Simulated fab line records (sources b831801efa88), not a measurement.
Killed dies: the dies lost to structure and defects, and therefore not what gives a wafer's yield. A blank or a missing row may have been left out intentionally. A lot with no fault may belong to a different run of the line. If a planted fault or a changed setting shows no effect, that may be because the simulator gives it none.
Which tool was responsible? -- flow sky130 -- 14 lots, 42 wafers sampled, at 2 steps of a route of 708

## WHAT THE GAUGES READ, wafer by wafer
SKY_LDD_HVP_TW_MEAS_10.
lot,measured,on,LDD_HVP_TW
L424,day 21 22:00,film_metro-03,456.3 457.7 456.0
L426,day 22 07:43,film_metro-03,456.2 457.5 455.5
L425,day 22 11:25,film_metro-02,452.2 451.7 454.3
L427,day 23 05:10,film_metro-04,459.7 458.4 461.7
L429,day 23 19:13,film_metro-02,456.0 452.5 452.9
L430,day 24 10:16,film_metro-03,456.8 455.2 457.5
L432,day 24 17:56,film_metro-02,452.5 454.4 454.6
L434,day 25 14:31,film_metro-03,458.2 457.4 456.1
L435,day 26 06:57,film_metro-03,457.8 457.8 457.0
L436,day 26 09:32,film_metro-03,455.8 457.2 459.5
L437,day 26 11:29,film_metro-02,507.1 507.1 510.7
L438,day 27 05:31,film_metro-04,456.6 458.2 457.6
L440,day 27 11:28,film_metro-03,511.6 509.2 512.9
L447,day 29 13:53,film_metro-02,454.8 453.2 454.7

## WHICH TOOL RAN EACH LOT (tool, then ch and the chambers of the sampled wafers, then the start)
lot,SKY_LDD_HVP_IMPLANT_08
L424,"implanter-04 ch 0, day 21 21:46"
L426,"implanter-04 ch 0, day 22 07:30"
L425,"implanter-04 ch 0, day 22 11:10"
L427,"implanter-02 ch 0, day 23 04:55"
L429,"implanter-02 ch 0, day 23 18:58"
L430,"implanter-04 ch 0, day 24 10:02"
L432,"implanter-04 ch 0, day 24 17:41"
L434,"implanter-03 ch 0, day 25 14:16"
L435,"implanter-03 ch 0, day 26 06:43"
L436,"implanter-04 ch 0, day 26 09:17"
L437,"implanter-03 ch 0, day 26 11:14"
L438,"implanter-04 ch 0, day 27 05:17"
L440,"implanter-03 ch 0, day 27 11:14"
L447,"implanter-03 ch 0, day 29 13:38"
- SKY_LDD_HVP_IMPLANT_08

## AS READ BY THE TOOLS THEMSELVES (means over the sampled wafers that have a number; for cases with no such wafer, the mark the record gives instead)
SKY_LDD_HVP_IMPLANT_08.
lot,tool,dose_ions_cm2,faraday_current_uA
L424,implanter-04,1.7e+13,95.8
L426,implanter-04,1.7e+13,96.5
L425,implanter-04,1.7e+13,96.9
L427,implanter-02,1.7e+13,95.9
L429,implanter-02,1.7e+13,95.0
L430,implanter-04,1.7e+13,94.5
L432,implanter-04,1.7e+13,96.0
L434,implanter-03,1.7e+13,93.4
L435,implanter-03,1.7e+13,96.1
L436,implanter-04,1.7e+13,96.1
L437,implanter-03,2.5e+13,140.4
L438,implanter-04,1.7e+13,95.9
L440,implanter-03,2.5e+13,139.7
L447,implanter-03,1.7e+13,94.7

## THE ANSWER, worked out from the rows above alone
Rule: the usual values come from the lots themselves. The widest of any qualifying gaps counts: lots, ordered by their means at a reading, are off when they make up no more than a third of the lots, leave a main group of 4 or more, and stand apart from it by 3 or more times the standard deviation of that group's means. If all means in a main group match to the digits the tables above print for the reading, that group is not used. A lot without any number at a reading at which 4 lots or more have one is off too. The other lots that the step has rows for count as sound. Order of review: gauges by route order, followed by the tools' own readings, for which a lot's mean as printed above is used. The first step at which some lot is off is used, and at that step the reading that is off furthest; a lot without a number counts as furthest.
Off: L437, L440, seen at SKY_LDD_HVP_TW_MEAS_10 (LDD_HVP_TW). The main group has a mean of 456.2 with a standard deviation of 2.
If a tool, at a process step before that reading, ran all the lots that are off and no sound lot after the first of them, it fits. The gauges at SKY_LDD_HVP_TW_MEAS_10 aren't tried: what is off there is off at SKY_LDD_HVP_IMPLANT_08 too, on other tools, and a gauge's error can't cause that. No candidate that was tried fits.

## WHAT THE SIMULATOR PUT IN
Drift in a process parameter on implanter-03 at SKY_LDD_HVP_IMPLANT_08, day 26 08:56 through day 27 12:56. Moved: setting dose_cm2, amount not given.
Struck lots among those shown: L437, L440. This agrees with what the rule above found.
